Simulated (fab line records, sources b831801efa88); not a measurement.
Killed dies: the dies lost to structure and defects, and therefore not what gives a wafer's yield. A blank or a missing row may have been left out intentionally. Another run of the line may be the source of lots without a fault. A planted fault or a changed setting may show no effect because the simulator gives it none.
A struck lot beside a sound one :: flow sky130 :: 26 out of 708 route steps
Sound: the wafers L594.1, L594.4, L594.5. Struck: wafer L597.1 (left out: L597.2, L597.6 of the same lot, which were not struck); the cause appears at the end.
Each step with rows lists, per side, the tool, then ch with its chambers, then its first start. Under that, the readings that differ: sound wafers :: struck wafers :: difference of the means :: sigmas: that difference in standard deviations of wafers without a fault.
alike: readings whose means differ by less than 2 such deviations, and words and numbers that are the same on both sides. not compared: withheld readings, readings that some wafer has no value for, bounds like >300 that may hide the same value, and numbers for which the record gives no deviation and whose values overlap.
Wherever a step has rows on one side only, a row that says differs or no value, or a row with sigmas, the two part there. Non-overlapping numbers with no deviation appear without sigmas and do not part them. A reading that every wafer of one side lacks parts them only if that side has two wafers or more.

first, 6 steps without rows for these wafers: SKY_SD_N_IMPLANT_10; SKY_SD_N_STRIP_11 (strips in O2/N2); SKY_SD_N_CLEAN_13 (cleans in SC1/SC2, time 150 s); SKY_SD_N_RTA_14 (time 2 s); SKY_SALICIDE_CLEAN_00 (cleans in HF-last, time 30 s); SKY_LI_CONTACT_HDPCVD_00 (deposits PSG, target thk 930 nm, time 155 s).
SKY_LI_CONTACT_CMP_02: polishes PSG.
  sound on cmp-02 ch 0,2, day 30 00:56; struck on cmp-02 ch 0, day 31 02:00
reading: model.PSG_of_LI_CONTACT_HDPCVD_00.thk nm (nm)
sound: 595.9 597.1 596.7
struck: 717.7
difference: +121.1
sigmas: 
  alike: motor current A, slurry filter dp kPa, time to endpoint s
then, 9 steps without rows for these wafers: SKY_LI_CONTACT_DEHYDRATE_04 (time 60 s); SKY_LI_CONTACT_HMDS_05 (prime time 60 s); SKY_LI_CONTACT_COAT_06 (resist thk 60 nm); SKY_LI_CONTACT_COAT_07 (resist thk 450 nm); SKY_LI_CONTACT_SOFTBAKE_08 (time 90 s); SKY_LI_CONTACT_EXPOSE_09 (exposes mask LICM1, target cd 170 nm); SKY_LI_CONTACT_PEB_10; SKY_LI_CONTACT_DEVELOP_11 (develop time 60 s); SKY_LI_CONTACT_ETCH_14 (etches BARC in N2/H2, stops on SiO2, time 45.9 s, target depth 60 nm).
SKY_LI_CONTACT_ETCH_15: etches PSG in C4F8/O2/Ar, stops on Si, target depth 600 nm.
  sound on rie diel-01 ch 1,2, day 31 04:25; struck on rie diel-01 ch 3, day 32 06:47
reading: oes product au (a.u.)
sound: 0.825 0.837 0.838
struck: 0.928
difference: +0.095
sigmas: +21

reading: model.etch.depth nm (nm)
sound: 595.9 597.1 596.7
struck: 717.7
difference: +121.1
sigmas: 

reading: model.LI_CONTACT.feature depth nm (nm)
sound: 595.9 597.1 596.7
struck: 717.7
difference: +121.1
sigmas: 
then, 6 steps without rows for these wafers: SKY_LI_CONTACT_STRIP_16 (strips in O2/N2); SKY_LI_CONTACT_CLEAN_17 (cleans in NMP, time 600 s); SKY_LI_CONTACT_PRE_CLEAN_18 (time 5.6 s); SKY_LI_CONTACT_SPUTTER_19 (material Ti, target thk 20 nm, time 106.37 s); SKY_LI_CONTACT_SPUTTER_20 (material TiN, target thk 20 nm, time 80 s); SKY_LI_CONTACT_CVD_21 (deposits W, target thk 400 nm, time 120.56 s).
SKY_LI_CONTACT_CMP_24: polishes, stops on PSG, t overpolish 20 s, target thk 0 nm.
  sound on cmp-01 ch 1,2, day 31 05:17; struck on cmp-02 ch 2, day 32 07:37
reading: model.PSG_of_LI_CONTACT_HDPCVD_00.thk nm (nm)
sound: 586.5 587.6 587.2
struck: 708.2
difference: +121.1
sigmas: 
  alike: motor current A, slurry filter dp kPa
then, 1 step without rows for these wafers: SKY_LOCAL_INTERCONNECT_SPUTTER_00 (material TiN, target thk 100 nm, time 83.3 s).
-- here the record skips 16 days between the struck wafers' starts before and after, leaving off in module LOCAL_INTERCONNECT and picking up in module PAD_OPEN (first step shown: number 708 of the route) --
SKY_PAD_OPEN_PROBE_99:
  sound on prober-02, day 47 08:02; struck on prober-01, day 48 03:59
reading: model.etest.licon pdiff.rc ohm
sound: 606.7 597.7 571.9
struck: 671.7
difference: +79.6
sigmas: 

reading: model.etest.nfet g5v0d10v5.r on ohm um
sound: 1863 1886 1857
struck: 1953
difference: +84
sigmas: 

reading: model.etest.nfet_01v8.r on ohm um
sound: 817.3 852.6 831.5
struck: 885.9
difference: +52.1
sigmas: 

reading: model.etest.licon ndiff.rc ohm
sound: 184.8 181.3 178.3
struck: 217.4
difference: +35.9
sigmas: 

reading: model.etest.sonos uncharged.r on ohm um
sound: 824.9 841.5 834.3
struck: 850.3
difference: +16.7
sigmas: 

reading: model.etest.cap li to poly.c af um2
sound: 99.9 100.9 97.5
struck: 73.73
difference: -25.70
sigmas: 

reading: model.etest.licon poly.rc ohm
sound: 151.3 149.2 161.2
struck: 167
difference: +13
sigmas: 
  alike: killed_at_M0_to_M3, killed_at_M4_up, killed at contacts, killed at front end, killed at other, killed dies, killed open, killed short
  not compared: model.etest.licon high po.rc ohm

WHERE THEY PART
SKY_LI_CONTACT_ETCH_15 only, going by this record. Later steps at which nothing parts them and some readings are alike: SKY_LI_CONTACT_CMP_24, SKY_PAD_OPEN_PROBE_99.

WHY: the cause the simulator had injected
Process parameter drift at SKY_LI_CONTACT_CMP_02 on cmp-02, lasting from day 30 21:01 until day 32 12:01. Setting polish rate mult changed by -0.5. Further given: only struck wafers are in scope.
